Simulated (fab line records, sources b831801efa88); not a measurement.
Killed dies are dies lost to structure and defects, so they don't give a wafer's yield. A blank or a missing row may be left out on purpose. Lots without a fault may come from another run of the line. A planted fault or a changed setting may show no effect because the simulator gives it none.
One fault seen from 2 desks | flow sky130 | each desk has only its own numbers; what lay behind them comes last

THE METROLOGY DESK
What the gauges read, lot by lot, whatever tool the lot ran on: means of the sampled wafers that have a number. A lot is out of limits, marked OUT, if its mean lies more than 4 standard deviations from the usual mean; the brackets give that distance.
Columns: A = VIA1_BOW at SKY_VIA1_BOW_MEAS_03, usual 80 um; B = cd_nm at SKY_VIA1_CD_MEAS_12, usual 149.9 nm
lot  | first seen here | A  | B
L767 | day 33 11:44    | 87 | 152.0
L768 | day 33 19:48    | 85 | 148.9
L770 | day 34 02:38    | 86 | 148.3
L772 | day 35 01:22    | 76 | 151.5
L775 | day 36 16:07    | 84 | 151.7
L778 | day 37 02:03    | 78 | 150.5
L782 | day 38 05:27    | 81 | 149.8
L783 | day 38 09:50    | 86 | 151.6
L784 | day 38 14:36    | 87 | 147.9
L787 | day 39 08:04    | 84 | 150.0
L788 | day 39 20:05    | 81 | 148.4
L789 | day 40 00:15    | 78 | 151.7
This desk's finding: nothing out of limits on any of the 12 lots.

THE TOOL OWNER'S DESK: plasma_asher-03
The tool's own readings at SKY_VIA1_STRIP_16 (strips in O2/N2): means of the sampled wafers that have a number, for each lot that ran on this tool. A lot is out of limits, marked OUT, if its mean lies more than 4 standard deviations from the usual mean; the brackets give that distance.
Columns: A = chamber_pressure_mTorr at SKY_VIA1_STRIP_16, usual 1500.0 mTorr; B = drypump_motor_current_A at SKY_VIA1_STRIP_16, usual 5.44 A; C = oes_product_au at SKY_VIA1_STRIP_16, usual 0.416 a.u.; D = strip_time_to_endpoint_s at SKY_VIA1_STRIP_16, usual 4.464 s
lot  | first seen here | A      | B    | C     | D
L772 | day 36 03:25    | 1501.4 | 5.23 | 0.414 | 4.472
L775 | day 37 17:59    | 1499.6 | 5.26 | 0.416 | 4.500
L778 | day 38 03:10    | 1500.3 | 5.21 | 0.413 | 4.483
L787 | day 40 08:16    | 1499.8 | 5.20 | 0.415 | 4.450
This desk's finding: nothing out of limits on any of the 4 lots.

PUT TOGETHER
The metrology desk saw nothing out of limits.
The tool owner's desk saw nothing out of limits.

WHAT THE SIMULATOR HAD PUT IN
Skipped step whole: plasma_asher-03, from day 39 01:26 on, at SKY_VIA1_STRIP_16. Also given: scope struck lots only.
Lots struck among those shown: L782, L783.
